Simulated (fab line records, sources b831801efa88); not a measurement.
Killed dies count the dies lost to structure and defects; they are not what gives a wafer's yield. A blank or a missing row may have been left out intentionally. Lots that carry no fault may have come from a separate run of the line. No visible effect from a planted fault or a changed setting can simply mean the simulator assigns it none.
Chamber matching | flow sky130 | SKY_FIELD_ISO_ETCH_17 on rie-si-02: 4 sister chambers
The step etches Si in HBr/Cl2/O2, target depth 342 nm, time 97.7 s. 14 wafers are shown with their chamber, then 7 later ones without.

== WAFERS, EACH WITH ITS CHAMBER ==
wafer  | chamber | oes-product-au (a.u.) | throttle-valve-pct (%)
L368.1 | 0       | 0.991                 | 25.658
L368.4 | 1       | 0.987                 | 25.666
L368.6 | 3       | 1.006                 | 25.648
L375.3 | 2       | 0.997                 | 25.664
L375.4 | 1       | 0.995                 | 25.665
L375.5 | 3       | 1.009                 | 25.646
L378.2 | 2       | 0.995                 | 25.664
L378.3 | 1       | 0.995                 | 25.659
L378.6 | 2       | 0.998                 | 25.654
L380.2 | 0       | 1.005                 | 25.650
L380.3 | 3       | 1.007                 | 25.662
L380.4 | 0       | 1.011                 | 25.664
L382.1 | 3       | 1.016                 | 25.641
L382.2 | 2       | 1.005                 | 25.652

SIGNATURES (means of the wafers above)
reading            | chamber 0 | chamber 1 | chamber 2 | chamber 3 | scatter within a chamber
oes-product-au     | 1.00233   | 0.99233   | 0.99875   | 1.00950   | 0.00609
throttle-valve-pct | 25.65733  | 25.66333  | 25.65850  | 25.64925  | 0.00702
Rule: a wafer's distance from a chamber is the root of the sum, over the readings, of the square of ((its reading less the chamber's mean) divided by the reading's scatter). The wafer belongs to the nearest chamber; if the next one is less than 2 further off, it can't be placed. The scatter: the root of (the sum of the squares of (reading less its chamber's mean) over the shown wafers, divided by (wafers less chambers)).

== WAFERS WITH NO CHAMBER GIVEN ==
wafer  | oes-product-au (a.u.) | throttle-valve-pct (%)
L382.3 | 1.002                 | 25.677
L387.1 | 0.982                 | 25.682
L387.4 | 1.000                 | 25.653
L387.6 | 0.987                 | 25.663
L390.1 | 0.985                 | 25.660
L390.2 | 0.995                 | 25.655
L390.3 | 1.001                 | 25.656

== CHAMBER TAKEN BY EACH ==
wafer  | from the rows above               | in truth
L382.3 | can't be placed: 1 or 2 or 0 or 3 | 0
L387.1 | can't be placed: 1 or 2 or 0      | 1
L387.4 | can't be placed: 0 or 2 or 3 or 1 | 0
L387.6 | can't be placed: 1 or 2 or 0      | 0
L390.1 | can't be placed: 1 or 2 or 0      | 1
L390.2 | can't be placed: 2 or 0 or 1 or 3 | 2
L390.3 | can't be placed: 0 or 2 or 3 or 1 | 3
Correctly placed: 0 of 7. Not placeable from these rows: 7 (in 7, the candidates include the true chamber). Number placed wrongly: 0.
